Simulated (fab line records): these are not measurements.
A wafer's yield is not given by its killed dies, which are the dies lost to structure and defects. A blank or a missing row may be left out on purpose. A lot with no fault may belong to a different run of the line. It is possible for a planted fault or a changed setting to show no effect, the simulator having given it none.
fab line records	flow sky130
record: lots: 24	wafers: 72	lastDay: 50
route steps=708 shown SONOS_ONO@181 RES_PROTECT@214 POLY_GATE@227 LDD_HVP@287 LI_CONTACT@382
lots with no fault: from the same line, run without faults
startH: the number of hours between the record's first day and the start of the first shown wafer of the lot	waitH: hours elapsed since this lot's preceding step	" repeats the value in the row above	L1.1+2: a single row standing in for several wafers	- value missing, or start not given	* or withheld: withheld	< > ~ a bound
route shown NAME@n: a module of which the file shows steps, and the number in the route of the first	usual: mean/standard deviation of fault-free wafers	same: alike in all rows	chamber/n: place in a boat	sites: per-site readings	_std_site: standard deviation across them	_edge_site: outer sites' mean less inner sites'	radiusMm: for every site, how far away it sits from the centre of the wafer	mask NAME#n: copy n	behind: the most recent tool/chamber to have shaped the wafer	hold: why the lot went on hold/how many hours it stayed there/how the hold came to an end	device: whichever transistor did not switch (one of n, p or np)	end of line: the same wafers' tests at the end of the route	a step with no rows: only its recipe	killed: dies lost to structure and defects at the first sort, not the wafer's yield	map: shows each die of a wafer: x if killed, . if not, _ if none is there
set.NAME: setting as actually run; set.NAME@STEP: the setting as run at that earlier step	model.NAME: the simulator's own value behind a step, which no gauge read
route steps across a sampled set of lots; one table per step, one row per wafer
services: a tool's chamber out of use, with start hour (startH, from the record's first day; less than 0 if before it), hours out, and reason
== steps ==
step: SKY_SONOS_ONO_CD_MEAS_13
recipe: targetCdNm: 410
usual: cdNm: 409.5/2.3
lot.wafer	tool	chamber	startH	waitH	cdNm
L075.1	cdSem-02	-	298.92	0.1	413.9
L075.4	"	-	"	"	413.2
L075.6	"	-	"	"	410.9
L074.2	cdSem-01	-	302.87	0.1	405.5
L074.3	"	-	"	"	407.3
L074.5	"	-	"	"	406.2
L077.1	cdSem-01	-	320.47	0.1	410.6
L077.2	"	-	"	"	410.4
L077.4	"	-	"	"	410.7
L076.1	cdSem-02	-	320.73	0.1	407.4
L076.5	"	-	"	"	408.4
L076.6	"	-	"	"	408.3
L079.2	cdSem-01	-	329.32	0.1	413.1
L079.4	"	-	"	"	411.6
L079.5	"	-	"	"	415.1
L078.3	cdSem-02	-	329.96	0.1	408.8
L078.4	"	-	"	"	409.1
L078.6	"	-	"	"	405.3
L081.2	cdSem-01	-	389.42	0.1	409.6
L081.4	"	-	"	"	410.9
L081.6	"	-	"	"	410.5
L082.3	cdSem-02	-	389.61	0.1	409.9
L082.4	"	-	"	"	411.7
L082.5	"	-	"	"	408.9
L084.2	cdSem-01	-	389.72	0.1	408.9
L084.3	"	-	"	"	410.0
L084.6	"	-	"	"	410.3
L087.1	cdSem-01	-	390.03	0.1	407.9
L087.3	"	-	"	"	408.3
L087.5	"	-	"	"	409.6
L085.3	cdSem-02	-	390.04	0.1	412.8
L085.5	"	-	"	"	412.9
L085.6	"	-	"	"	413.7
L080.4	cdSem-01	-	390.36	0.1	408.4
L080.5	"	-	"	"	409.9
L080.6	"	-	"	"	410.3
L083.2	cdSem-02	-	390.62	0.1	409.0
L083.3	"	-	"	"	410.5
L083.5	"	-	"	"	410.0
L086.2	cdSem-01	-	390.70	0.1	409.6
L086.5	"	-	"	"	409.1
L086.6	"	-	"	"	409.4
L088.1	cdSem-02	-	395.55	0.1	408.4
L088.2	"	-	"	"	408.4
L088.3	"	-	"	"	406.1
L089.1	cdSem-01	-	401.28	0.1	415.2
L089.3	"	-	"	"	414.6
L089.6	"	-	"	"	413.3
L090.2	cdSem-01	-	411.67	0.1	407.7
L090.3	"	-	"	"	408.4
L090.5	"	-	"	"	408.8
L091.2	cdSem-01	-	430.55	0.1	408.5
L091.5	"	-	"	"	408.9
L091.6	"	-	"	"	408.6
L092.1	cdSem-02	-	432.73	0.1	406.9
L092.2	"	-	"	"	409.7
L092.5	"	-	"	"	410.6
L093.2	cdSem-01	-	436.62	0.1	409.7
L093.3	"	-	"	"	409.8
L093.4	"	-	"	"	410.3
L094.3	cdSem-01	-	442.41	0.1	406.5
L094.4	"	-	"	"	407.3
L094.5	"	-	"	"	407.6
L095.1	cdSem-01	-	453.37	0.1	410.1
L095.3	"	-	"	"	408.5
L095.5	"	-	"	"	412.6
L096.4	cdSem-02	-	458.54	0.1	409.4
L096.5	"	-	"	"	408.0
L096.6	"	-	"	"	409.2
L097.2	cdSem-02	-	468.77	0.1	407.9
L097.5	"	-	"	"	408.2
L097.6	"	-	"	"	406.3
step: SKY_SONOS_ONO_OVL_MEAS_14
usual: SONOS_ONO_OVL: -1.5/1.3
lot.wafer	tool	chamber	startH	waitH	SONOS_ONO_OVL[nm]
L075.1	overlay-01	-	299.04	0.1	-2.6
L075.4	"	-	"	"	-1.5
L075.6	"	-	"	"	-2.4
L074.2	overlay-02	-	302.98	0.1	-3.1
L074.3	"	-	"	"	-1.6
L074.5	"	-	"	"	-3.8
L077.1	overlay-02	-	320.59	0.1	-2.3
L077.2	"	-	"	"	-1.4
L077.4	"	-	"	"	-2.9
L076.1	overlay-02	-	320.85	0.1	-3.4
L076.5	"	-	"	"	-3.1
L076.6	"	-	"	"	-5.2
L079.2	overlay-02	-	329.43	0.1	-2.5
L079.4	"	-	"	"	-1.8
L079.5	"	-	"	"	-3.2
L078.3	overlay-01	-	330.05	0.1	-1.1
L078.4	"	-	"	"	0.5
L078.6	"	-	"	"	0.8
L081.2	overlay-02	-	389.53	0.1	0.5
L081.4	"	-	"	"	0.6
L081.6	"	-	"	"	1.4
L082.3	overlay-02	-	389.70	0.1	-2.6
L082.4	"	-	"	"	-2.1
L082.5	"	-	"	"	-2.1
L084.2	overlay-02	-	389.83	0.1	-0.4
L084.3	"	-	"	"	-1.7
L084.6	"	-	"	"	-2.8
L085.3	overlay-02	-	390.13	0.1	-1.8
L085.5	"	-	"	"	-1.3
L085.6	"	-	"	"	-2.0
L087.1	overlay-02	-	390.16	0.1	-1.4
L087.3	"	-	"	"	-0.6
L087.5	"	-	"	"	-1.1
L080.4	overlay-02	-	390.44	0.1	-1.9
L080.5	"	-	"	"	-2.6
L080.6	"	-	"	"	-1.7
L083.2	overlay-02	-	390.73	0.1	-2.3
L083.3	"	-	"	"	-1.0
L083.5	"	-	"	"	-4.3
L086.2	overlay-02	-	390.81	0.1	-2.3
L086.5	"	-	"	"	-2.3
L086.6	"	-	"	"	-1.7
L088.1	overlay-02	-	395.67	0.1	-0.5
L088.2	"	-	"	"	0.2
L088.3	"	-	"	"	-0.6
L089.1	overlay-02	-	401.44	0.1	-2.2
L089.3	"	-	"	"	0.0
L089.6	"	-	"	"	-0.3
L090.2	overlay-01	-	411.78	0.1	-2.8
L090.3	"	-	"	"	-1.0
L090.5	"	-	"	"	-0.9
L091.2	overlay-01	-	430.66	0.1	-2.4
L091.5	"	-	"	"	-1.2
L091.6	"	-	"	"	-0.9
L092.1	overlay-02	-	432.85	0.1	-2.1
L092.2	"	-	"	"	-1.0
L092.5	"	-	"	"	-1.3
L093.2	overlay-01	-	436.73	0.1	-0.3
L093.3	"	-	"	"	0.7
L093.4	"	-	"	"	-2.1
L094.3	overlay-02	-	442.50	0.1	-0.1
L094.4	"	-	"	"	-0.3
L094.5	"	-	"	"	-0.1
L095.1	overlay-01	-	453.49	0.1	-2.1
L095.3	"	-	"	"	-1.9
L095.5	"	-	"	"	-4.1
L096.4	overlay-02	-	458.62	0.1	-2.3
L096.5	"	-	"	"	-1.8
L096.6	"	-	"	"	-0.9
L097.2	overlay-02	-	468.88	0.1	-0.1
L097.5	"	-	"	"	-1.4
L097.6	"	-	"	"	0.8
step: SKY_RES_PROTECT_STRIP_07
recipe: chemistry: O2/N2	powerW: 1400	pressureMtorr: 1500	platenTempC: withheld	o2FlowSccm: 3000	n2FlowSccm: 300	overashFraction: 0.5
usual: drypumpMotorCurrentA: 5.7/0.42	oesProductAu: 0.518/0.0046	stripTimeToEndpointS: 23.29/0.04
lot.wafer	tool	chamber	startH	waitH	drypumpMotorCurrentA	oesProductAu	rfHoursCounterH	stripTimeToEndpointS
L075.1	plasmaAsher-01	0	357.24	0.1	5.6	0.523	67	23.37
L075.4	"	0	"	"	5.6	0.526	-	23.35
L075.6	"	0	"	"	5.6	0.518	-	23.29
L074.2	plasmaAsher-04	0	362.07	0.1	6.2	0.522	58	23.27
L074.3	"	0	"	"	6.2	0.514	-	23.29
L074.5	"	0	"	"	6.2	0.515	-	23.32
L076.1	plasmaAsher-01	1	381.44	0.1	6.0	0.520	69	23.26
L076.5	"	1	"	"	6.0	0.521	-	23.27
L076.6	"	0	"	"	5.7	0.517	-	23.28
L077.1	plasmaAsher-02	0	382.09	0.1	5.2	0.511	73	23.27
L077.2	"	1	"	"	4.7	0.513	73	23.29
L077.4	"	0	"	"	5.2	0.516	-	23.22
L079.2	plasmaAsher-04	0	389.49	0.1	6.2	0.523	60	23.28
L079.4	"	0	"	"	6.2	0.518	-	23.30
L079.5	"	1	"	"	5.5	0.514	-	23.30
L078.3	plasmaAsher-02	0	392.65	0.1	5.2	0.519	-	23.30
L078.4	"	1	"	"	4.7	0.524	-	23.35
L078.6	"	1	"	"	4.7	0.522	-	23.33
L084.2	plasmaAsher-01	1	456.37	0.1	6.0	0.519	2	23.30
L084.3	"	0	"	"	5.6	0.514	-	23.26
L084.6	"	0	"	"	5.6	0.518	-	23.27
L082.3	plasmaAsher-04	1	456.99	0.1	5.5	0.518	-	23.22
L082.4	"	0	"	"	6.2	0.522	-	23.20
L082.5	"	0	"	"	6.2	0.514	-	23.20
L081.2	plasmaAsher-01	0	457.32	0.1	5.6	0.519	3	23.27
L081.4	"	1	"	"	6.0	0.522	-	23.32
L081.6	"	0	"	"	5.6	0.522	-	23.28
L080.4	plasmaAsher-01	0	458.73	0.1	5.6	0.514	-	23.18
L080.5	"	1	"	"	6.0	0.517	-	23.25
L080.6	"	0	"	"	5.7	0.525	-	23.22
L085.3	plasmaAsher-04	1	458.79	0.1	5.5	0.516	-	23.17
L085.5	"	1	"	"	5.5	0.509	-	23.28
L085.6	"	0	"	"	6.2	0.519	-	23.28
L087.1	plasmaAsher-01	0	459.32	0.1	5.6	0.525	3	23.28
L087.3	"	0	"	"	5.6	0.516	-	23.30
L087.5	"	1	"	"	6.1	0.516	-	23.29
L086.2	plasmaAsher-04	0	459.62	0.1	6.2	0.512	68	23.25
L086.5	"	1	"	"	5.5	0.520	-	23.28
L086.6	"	0	"	"	6.2	0.516	-	23.27
L083.2	plasmaAsher-04	0	461.89	0.1	6.2	0.524	69	23.29
L083.3	"	1	"	"	5.5	0.517	-	23.27
L083.5	"	0	"	"	6.2	0.519	-	23.26
L088.1	plasmaAsher-01	0	464.37	0.1	5.7	0.521	4	23.26
L088.2	"	1	"	"	6.1	0.521	4	23.31
L088.3	"	0	"	"	5.7	0.519	-	23.26
L089.1	plasmaAsher-04	0	469.27	0.1	6.2	0.519	70	23.34
L089.3	"	0	"	"	6.2	0.523	-	23.30
L089.6	"	0	"	"	6.2	0.516	-	23.31
L090.2	plasmaAsher-01	0	478.67	0.1	5.6	0.515	6	23.33
L090.3	"	1	"	"	6.0	0.527	-	23.36
L090.5	"	1	"	"	6.0	0.514	-	23.37
L091.2	plasmaAsher-04	0	499.25	0.1	6.2	0.518	73	23.36
L091.5	"	1	"	"	5.6	0.521	-	23.38
L091.6	"	0	"	"	6.2	0.520	-	23.34
L092.1	plasmaAsher-02	1	502.05	0.1	4.7	0.518	81	23.28
L092.2	"	0	"	"	5.2	0.521	81	23.29
L092.5	"	0	"	"	5.2	0.506	-	23.28
L093.2	plasmaAsher-02	0	505.44	0.1	5.2	0.524	81	23.26
L093.3	"	1	"	"	4.7	0.517	-	23.29
L093.4	"	0	"	"	5.3	0.521	-	23.32
L094.3	plasmaAsher-04	1	507.94	0.1	5.5	0.513	-	23.26
L094.4	"	0	"	"	6.2	0.515	-	23.25
L094.5	"	1	"	"	5.6	0.519	-	23.27
L095.1	plasmaAsher-04	1	518.67	0.1	5.5	0.517	75	23.30
L095.3	"	0	"	"	6.2	0.514	-	23.32
L095.5	"	0	"	"	6.2	0.518	-	23.34
L096.4	plasmaAsher-01	0	527.35	0.1	5.6	0.517	-	23.27
L096.5	"	1	"	"	6.0	0.514	-	23.31
L096.6	"	0	"	"	5.6	0.511	-	23.27
L097.2	plasmaAsher-04	1	535.62	0.1	5.5	0.520	77	23.29
L097.5	"	0	"	"	6.2	0.522	-	23.27
L097.6	"	1	"	"	5.5	0.523	-	23.31
step: SKY_POLY_GATE_CD_MEAS_13
recipe: targetCdNm: 150
usual: cdNm: 149.8/1.3
lot.wafer	tool	chamber	startH	waitH	cdNm
L075.1	cdSem-02	-	389.10	-	149.2
L075.4	"	-	"	"	150.1
L075.6	"	-	"	"	148.8
L074.2	cdSem-02	-	394.70	-	148.0
L074.3	"	-	"	"	149.1
L074.5	"	-	"	"	147.4
L076.1	cdSem-02	-	412.00	-	150.2
L076.5	"	-	"	"	151.1
L076.6	"	-	"	"	150.7
L077.1	cdSem-01	-	415.98	-	148.8
L077.2	"	-	"	"	149.2
L077.4	"	-	"	"	148.7
L079.2	cdSem-02	-	422.92	-	151.1
L079.4	"	-	"	"	151.9
L079.5	"	-	"	"	151.9
L078.3	cdSem-02	-	427.54	-	149.3
L078.4	"	-	"	"	151.0
L078.6	"	-	"	"	150.3
L084.2	cdSem-01	-	488.22	-	150.1
L084.3	"	-	"	"	149.7
L084.6	"	-	"	"	150.9
L082.3	cdSem-01	-	490.26	-	150.7
L082.4	"	-	"	"	149.9
L082.5	"	-	"	"	149.8
L081.2	cdSem-01	-	490.36	-	150.8
L081.4	"	-	"	"	150.5
L081.6	"	-	"	"	151.0
L080.4	cdSem-01	-	494.55	-	150.3
L080.5	"	-	"	"	150.3
L080.6	"	-	"	"	151.4
L085.3	cdSem-01	-	494.65	-	149.2
L085.5	"	-	"	"	150.6
L085.6	"	-	"	"	150.2
L087.1	cdSem-01	-	494.73	-	149.7
L087.3	"	-	"	"	148.2
L087.5	"	-	"	"	149.4
L086.2	cdSem-01	-	495.11	-	149.5
L086.5	"	-	"	"	151.1
L086.6	"	-	"	"	149.8
L083.2	cdSem-01	-	496.31	-	148.9
L083.3	"	-	"	"	149.5
L083.5	"	-	"	"	148.4
L088.1	cdSem-01	-	497.94	-	149.8
L088.2	"	-	"	"	150.6
L088.3	"	-	"	"	151.4
L089.1	cdSem-01	-	501.60	-	150.7
L089.3	"	-	"	"	150.9
L089.6	"	-	"	"	150.9
L090.2	cdSem-01	-	509.95	-	151.1
L090.3	"	-	"	"	151.2
L090.5	"	-	"	"	152.2
L091.2	cdSem-01	-	530.27	-	151.5
L091.5	"	-	"	"	151.3
L091.6	"	-	"	"	151.2
L092.1	cdSem-01	-	534.65	-	148.3
L092.2	"	-	"	"	147.2
L092.5	"	-	"	"	146.6
L093.2	cdSem-02	-	537.65	-	149.0
L093.3	"	-	"	"	148.6
L093.4	"	-	"	"	147.8
L094.3	cdSem-02	-	539.53	-	146.3
L094.4	"	-	"	"	147.4
L094.5	"	-	"	"	146.4
L095.1	cdSem-02	-	550.30	-	151.2
L095.3	"	-	"	"	150.5
L095.5	"	-	"	"	150.5
L096.4	cdSem-02	-	558.61	-	148.8
L096.5	"	-	"	"	148.8
L096.6	"	-	"	"	150.1
L097.2	cdSem-02	-	567.30	-	150.1
L097.5	"	-	"	"	149.9
L097.6	"	-	"	"	149.9
step: SKY_LDD_HVP_STRIP_09
recipe: chemistry: O2/N2	powerW: 1400	pressureMtorr: 1500	platenTempC: withheld	o2FlowSccm: 3000	n2FlowSccm: 300	overashFraction: 0.5
usual: drypumpMotorCurrentA: 5.6/0.44	oesProductAu: 0.409/0.0049	stripTimeToEndpointS: 4.138/0.014
lot.wafer	tool	chamber	startH	waitH	drypumpMotorCurrentA	oesProductAu	rfHoursCounterH	stripTimeToEndpointS
L075.1	plasmaAsher-02	1	512.99	0.1	4.7	0.414	82	4.123
L075.4	"	0	"	"	5.2	0.404	-	4.127
L075.6	"	0	"	"	5.2	0.401	-	4.153
L074.2	plasmaAsher-01	1	520.37	0.1	6.0	0.399	10	4.172
L074.3	"	0	"	"	5.6	0.409	-	4.162
L074.5	"	0	"	"	5.6	0.408	-	4.160
L076.1	plasmaAsher-01	0	539.33	0.1	5.6	0.413	11	4.118
L076.5	"	1	"	"	6.1	0.401	-	4.123
L076.6	"	0	"	"	5.6	0.413	-	4.124
L077.1	plasmaAsher-03	1	539.98	0.1	5.7	0.410	43	4.133
L077.2	"	0	"	"	6.1	0.409	43	4.150
L077.4	"	0	"	"	6.1	0.403	-	4.128
L079.2	plasmaAsher-01	0	548.97	0.1	5.6	0.405	12	4.140
L079.4	"	1	"	"	6.0	0.406	-	4.130
L079.5	"	1	"	"	6.1	0.412	-	4.153
L078.3	plasmaAsher-03	1	553.62	0.1	5.6	0.412	-	4.155
L078.4	"	0	"	"	6.1	0.402	-	4.175
L078.6	"	0	"	"	6.1	0.413	-	4.150
L084.2	plasmaAsher-01	1	611.18	0.1	6.0	0.413	18	4.150
L084.3	"	1	"	"	6.0	0.404	-	4.122
L084.6	"	1	"	"	6.1	0.404	-	4.134
L082.3	plasmaAsher-01	1	613.51	0.1	6.0	0.414	-	4.142
L082.4	"	0	"	"	5.6	0.411	-	4.142
L082.5	"	0	"	"	5.6	0.409	-	4.135
L081.2	plasmaAsher-03	0	614.38	0.1	6.1	0.403	51	4.132
L081.4	"	0	"	"	6.1	0.414	-	4.149
L081.6	"	1	"	"	5.7	0.403	-	4.123
L080.4	plasmaAsher-02	1	617.56	0.1	4.7	0.407	-	4.136
L080.5	"	1	"	"	4.7	0.404	-	4.167
L080.6	"	0	"	"	5.2	0.414	-	4.142
L085.3	plasmaAsher-02	0	618.87	0.1	5.2	0.401	-	4.144
L085.5	"	0	"	"	5.2	0.414	-	4.146
L085.6	"	1	"	"	4.7	0.410	-	4.151
L087.1	plasmaAsher-03	0	619.08	0.1	6.1	0.412	52	4.150
L087.3	"	1	"	"	5.6	0.412	-	4.137
L087.5	"	0	"	"	6.1	0.407	-	4.166
L086.2	plasmaAsher-02	1	619.57	0.1	4.7	0.408	93	4.124
L086.5	"	1	"	"	4.7	0.416	-	4.132
L086.6	"	0	"	"	5.2	0.403	-	4.155
L083.2	plasmaAsher-01	0	619.87	0.1	5.7	0.411	19	4.145
L083.3	"	1	"	"	6.1	0.418	-	4.145
L083.5	"	0	"	"	5.6	0.410	-	4.158
L088.1	plasmaAsher-03	0	620.09	0.1	6.1	0.402	52	4.131
L088.2	"	1	"	"	5.7	0.406	52	4.144
L088.3	"	0	"	"	6.1	0.404	-	4.135
L089.1	plasmaAsher-03	1	624.42	0.1	5.6	0.411	52	4.131
L089.3	"	1	"	"	5.6	0.415	-	4.114
L089.6	"	0	"	"	6.1	0.413	-	4.136
L090.2	plasmaAsher-01	1	630.79	0.1	6.1	0.409	20	4.157
L090.3	"	1	"	"	6.1	0.418	-	4.135
L090.5	"	1	"	"	6.1	0.413	-	4.135
L091.2	plasmaAsher-03	1	651.07	0.1	5.7	0.402	55	4.125
L091.5	"	0	"	"	6.1	0.408	-	4.134
L091.6	"	1	"	"	5.7	0.406	-	4.112
L092.1	plasmaAsher-02	0	653.38	0.1	5.2	0.413	96	4.134
L092.2	"	1	"	"	4.7	0.408	96	4.138
L092.5	"	0	"	"	5.2	0.415	-	4.126
L093.2	plasmaAsher-03	0	656.72	0.1	6.1	0.405	55	4.136
L093.3	"	0	"	"	6.1	0.408	-	4.151
L093.4	"	1	"	"	5.6	0.404	-	4.146
L094.3	plasmaAsher-01	1	659.35	0.1	6.0	0.406	-	4.149
L094.4	"	0	"	"	5.6	0.405	-	4.133
L094.5	"	1	"	"	6.1	0.410	-	4.126
L095.1	plasmaAsher-01	0	670.39	0.1	5.7	0.410	24	4.126
L095.3	"	0	"	"	5.6	0.407	-	4.155
L095.5	"	1	"	"	6.0	0.404	-	4.144
L096.4	plasmaAsher-03	0	679.17	0.1	6.1	0.412	-	4.133
L096.5	"	1	"	"	5.7	0.401	-	4.119
L096.6	"	0	"	"	6.1	0.408	-	4.102
L097.2	plasmaAsher-02	0	684.93	0.1	5.3	0.408	99	4.154
L097.5	"	1	"	"	4.8	0.408	-	4.122
L097.6	"	0	"	"	5.2	0.409	-	4.153
step: SKY_LI_CONTACT_SPUTTER_20
recipe: material: TiN	targetThkNm: 20	chamberPressurePa: 5	powerW: 4000	timeS: 81.07
usual: cathodeDcPowerW: 4000.1/0.71	throttleValvePct: 29.7/0.92
lot.wafer	tool	chamber	startH	waitH	cathodeDcPowerW	throttleValvePct
L075.1	pvdSputter-02	-	692.44	0.0	4000.0	28.9
L075.4	"	-	"	"	3998.9	29.5
L075.6	"	-	"	"	3999.6	28.9
L074.2	pvdSputter-01	-	698.57	0.0	3999.7	28.9
L074.3	"	-	"	"	3999.6	30.2
L074.5	"	-	"	"	4001.3	30.2
L076.1	pvdSputter-01	-	718.64	0.0	4000.0	28.7
L076.5	"	-	"	"	3999.7	28.5
L076.6	"	-	"	"	3999.8	28.7
L077.1	pvdSputter-03	-	719.28	0.0	4000.2	30.2
L077.2	"	-	"	"	4001.2	30.0
L077.4	"	-	"	"	3999.3	32.1
L079.2	pvdSputter-01	-	725.55	0.0	3999.8	28.4
L079.4	"	-	"	"	4000.9	28.6
L079.5	"	-	"	"	3999.3	28.4
L078.3	pvdSputter-03	-	732.28	0.0	3999.1	31.6
L078.4	"	-	"	"	4000.8	30.3
L078.6	"	-	"	"	3998.9	30.1
L084.2	pvdSputter-02	-	781.13	0.0	4000.5	29.6
L084.3	"	-	"	"	3999.2	29.3
L084.6	"	-	"	"	4001.4	29.8
L082.3	pvdSputter-03	-	783.48	0.0	4000.0	30.2
L082.4	"	-	"	"	3999.8	30.5
L082.5	"	-	"	"	3999.2	30.3
L081.2	pvdSputter-02	-	785.45	0.0	3999.9	28.3
L081.4	"	-	"	"	4000.6	29.6
L081.6	"	-	"	"	3998.3	28.5
L085.3	pvdSputter-02	-	788.31	0.0	4000.3	29.9
L085.5	"	-	"	"	4000.9	28.9
L085.6	"	-	"	"	4000.2	29.3
L087.1	pvdSputter-01	-	788.98	0.0	3998.7	28.8
L087.3	"	-	"	"	4000.3	28.6
L087.5	"	-	"	"	3999.9	28.7
L080.4	pvdSputter-02	-	790.14	0.0	4000.5	29.1
L080.5	"	-	"	"	3998.9	29.4
L080.6	"	-	"	"	4000.8	28.9
L086.2	pvdSputter-02	-	791.08	0.0	4000.7	28.7
L086.5	"	-	"	"	4000.8	29.5
L086.6	"	-	"	"	4000.1	29.8
L088.1	pvdSputter-03	-	792.83	0.0	4000.6	30.2
L088.2	"	-	"	"	4000.0	31.9
L088.3	"	-	"	"	3999.6	30.3
L083.2	pvdSputter-02	-	793.18	0.0	4000.4	30.0
L083.3	"	-	"	"	3998.7	29.4
L083.5	"	-	"	"	3999.3	28.8
L089.1	pvdSputter-03	-	793.59	0.0	3999.6	29.7
L089.3	"	-	"	"	4000.2	30.1
L089.6	"	-	"	"	4001.9	31.9
L090.2	pvdSputter-03	-	798.05	0.0	3999.8	32.0
L090.3	"	-	"	"	3999.9	30.3
L090.5	"	-	"	"	4000.5	30.5
L091.2	pvdSputter-02	-	820.40	0.0	4001.0	28.7
L091.5	"	-	"	"	3999.3	29.8
L091.6	"	-	"	"	3998.5	29.4
L092.1	pvdSputter-01	-	822.68	0.0	3999.8	28.3
L092.2	"	-	"	"	3999.6	28.9
L092.5	"	-	"	"	4001.3	28.3
L093.2	pvdSputter-03	-	822.85	0.0	4000.1	32.0
L093.3	"	-	"	"	3999.6	30.1
L093.4	"	-	"	"	4000.8	30.3
L094.3	pvdSputter-01	-	825.78	0.0	3999.9	30.2
L094.4	"	-	"	"	3999.9	28.4
L094.5	"	-	"	"	3999.5	30.4
L095.1	pvdSputter-02	-	833.85	0.0	4000.8	29.2
L095.3	"	-	"	"	4000.6	29.7
L095.5	"	-	"	"	3999.8	29.6
L096.4	pvdSputter-03	-	845.48	0.0	4000.2	30.4
L096.5	"	-	"	"	4000.5	29.9
L096.6	"	-	"	"	4000.4	30.4
L097.2	pvdSputter-01	-	849.24	0.0	4000.4	30.3
L097.5	"	-	"	"	3999.3	28.7
L097.6	"	-	"	"	3999.3	30.4
== services ==
tool	chamber	startH	hours	kind
plasmaAsher-04	-	337.45	3.7	repair
plasmaAsher-03	-	350.64	2.9	repair
plasmaAsher-01	-	375.22	3.1	repair
pvdSputter-03	-	379.16	4.7	repair
plasmaAsher-02	-	402.26	2.8	pm
pvdSputter-02	-	405.73	2.2	repair
plasmaAsher-03	-	419.41	0.7	repair
plasmaAsher-01	-	421.25	9.0	pm
plasmaAsher-01	0	421.25	9.0	ventCycle
plasmaAsher-02	-	443.33	38.4	repair
pvdSputter-02	-	567.37	3.5	repair
pvdSputter-02	-	599.82	2.8	repair
plasmaAsher-04	-	610.27	2.4	repair
pvdSputter-02	-	621.98	8.4	repair
pvdSputter-03	-	629.51	17.0	repair
pvdSputter-02	-	633.98	5.2	repair
pvdSputter-02	-	663.26	1.0	repair
pvdSputter-03	-	692.26	12.8	repair
plasmaAsher-02	-	724.21	1.7	repair
plasmaAsher-02	-	733.75	9.0	pm
pvdSputter-03	-	816.49	2.2	repair
pvdSputter-02	-	821.41	2.0	repair
pvdSputter-02	-	821.73	11.6	repair
pvdSputter-02	-	822.40	1.7	repair
== key ==
fault none
